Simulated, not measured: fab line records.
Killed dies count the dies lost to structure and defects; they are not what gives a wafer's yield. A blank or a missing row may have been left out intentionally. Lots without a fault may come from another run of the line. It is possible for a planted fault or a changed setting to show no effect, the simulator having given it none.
Comparing a struck lot with a sound one + flow sfqLine + 17 steps out of a route of 325
Sound: these wafers, L346.1, L346.4, L346.5. Struck: wafer L355.6 (left out: L355.4, a lot-mate that was not struck); the cause follows at the end.
For every step that has rows: the tool of each side, followed by ch and its chambers, followed by its first start. Under that, the readings that differ: sound wafers + struck wafers + difference of the means + sigmas: that difference in standard deviations of wafers without a fault.
alike: a reading whose means differ by less than 2 such deviations, as well as words and numbers matching on both sides. not compared: withheld readings; readings where some wafer has no value; bounds like >300 that might hide an equal value; numbers whose values overlap and for which the record gives no deviation.
Wherever a step has rows on one side only, a row that says differs or no value, or a row with sigmas, the two part there. Numbers that don't overlap but have no deviation are shown without sigmas and don't part them. Lack of a reading on every wafer of one side parts them only where that side has two or more wafers.

SFQ_TRILAYER_I3_VIA_BARC_OPEN_VIA_ETCH_121: etches BARC in O2, target depth 125 nm, time 41.7 s.
  sound on rieDiel-04 ch 0,1,2, day 43 01:49; struck on rieDiel-03 ch 3, day 47 16:16
  alike: drypumpMotorCurrentA, oesProductAu
  not compared: rfHoursCounterH
SFQ_TRILAYER_I3_VIA_ETCH_VIA_ETCH_088: etches SiO2 in CHF3, stops on Nb, target depth 260 nm.
  sound on rieDiel-04 ch 0,1,2, day 43 01:51; struck on rieDiel-03 ch 3, day 47 16:19
  alike: drypumpMotorCurrentA, oesProductAu
SFQ_TRILAYER_I3_VIA_STRIP_STRIP_089: strips in O2.
  sound on rieMetal-01 ch 0,1, day 43 01:58; struck on rieMetal-03 ch 0, day 47 16:37
  alike: drypumpMotorCurrentA, heBacksideLeakSccm, oesProductAu, platenTempC
  not compared: rfHoursCounterH
then, 2 steps without rows for these wafers: SFQ_TRILAYER_I3_VIA_STRIP_SOLV_CLEAN_090 (cleans in NMP, time 600 s); SFQ_TRILAYER_M4_DEP_PRE_CLEAN_092 (time 22.5 s).
SFQ_TRILAYER_M4_DEP_SPUTTER_091: material Nb, target thk 200 nm, time 133.3 s.
  sound on pvdSputter-03 at day 43 02:46; struck on pvdSputter-06 at day 47 17:14
  alike: throttleValvePct
SFQ_M4_RS_MEAS_924: measures by four-point-probe.
  sound on filmMetro-03 at day 43 02:52; struck on filmMetro-01 at day 47 17:23
  alike: M4_NB_RS
then, 4 steps without rows for these wafers: SFQ_TRILAYER_M4_LITHO_COAT_098 (resist thk 62 nm); SFQ_TRILAYER_M4_LITHO_COAT_093 (resist thk 600 nm); SFQ_TRILAYER_M4_LITHO_SOFTBAKE_097; SFQ_TRILAYER_M4_LITHO_EXPOSE_094 (exposes mask M4, target cd 500 nm).
-- the record jumps here: 6 days lie between the struck wafers' starts before and after --
SFQ_TRILAYER_M4_LITHO_PEB_096: peb time 60 s.
  sound on lithoTrack-03 ch 0, day 49 05:36; struck on lithoTrack-03 ch 0, day 53 09:07
  alike: chillPlateTempC
then, 1 step without rows for these wafers: SFQ_TRILAYER_M4_LITHO_DEVELOP_095 (time 60 s).
SFQ_M4_OVL_MEAS_926:
  sound on overlay-02 at day 49 05:54; struck on overlay-01 at day 53 09:22
  alike: M4_OVL
SFQ_TRILAYER_M4_BARC_OPEN_METAL_ETCH_123: etches BARC in O2, target depth 125 nm, time 41.7 s.
  sound on rieMetal-02 ch 0,1, day 49 05:56; struck on rieMetal-04 ch 1, day 53 09:24
| reading                  | sound             | struck | difference | sigmas |
|--------------------------|-------------------|--------|------------|--------|
| drypumpMotorCurrentA (A) | 5.64 5.90 5.89    | 5.18   | -0.63      | -2     |
| model.M4.cdNm (nm)       | 500.6 501.2 500.9 | 483.6  | -17.3      |        |
  alike: heBacksideLeakSccm, oesProductAu
  not compared: rfHoursCounterH
SFQ_TRILAYER_M4_ETCH_METAL_ETCH_096: etches Nb in Cl2/Ar, stops on SiO2, target depth 240 nm, time 120 s.
  sound on rieMetal-02 ch 0,1, day 49 05:59; struck on rieMetal-04 ch 1, day 53 09:29
| reading                   | sound             | struck | difference | sigmas |
|---------------------------|-------------------|--------|------------|--------|
| drypumpMotorCurrentA (A)  | 5.67 5.90 5.89    | 5.19   | -0.63      | -2     |
| heBacksideLeakSccm (sccm) | 6.8 3.1 3.1       | 3.5    | -0.8       | -2     |
| model.M4.cdNm (nm)        | 499.2 504.3 505.1 | 481.6  | -21.3      |        |
  alike: oesProductAu
  not compared: rfHoursCounterH
SFQ_TRILAYER_M4_STRIP_STRIP_097: strips in O2.
  sound on rieMetal-02 ch 0,1, day 49 06:07; struck on rieMetal-04 ch 1, day 53 09:46
| reading                  | sound             | struck | difference | sigmas |
|--------------------------|-------------------|--------|------------|--------|
| drypumpMotorCurrentA (A) | 5.65 5.88 5.88    | 5.20   | -0.60      | -2     |
| oesProductAu (a.u.)      | 0.982 0.988 0.983 | 1.020  | +0.036     | +3     |
  alike: heBacksideLeakSccm, platenTempC
  not compared: rfHoursCounterH

== WHERE THEY PART ==
First at SFQ_TRILAYER_M4_BARC_OPEN_METAL_ETCH_123; last, within this record, at SFQ_TRILAYER_M4_STRIP_STRIP_097.

WHY: what the simulator had put in
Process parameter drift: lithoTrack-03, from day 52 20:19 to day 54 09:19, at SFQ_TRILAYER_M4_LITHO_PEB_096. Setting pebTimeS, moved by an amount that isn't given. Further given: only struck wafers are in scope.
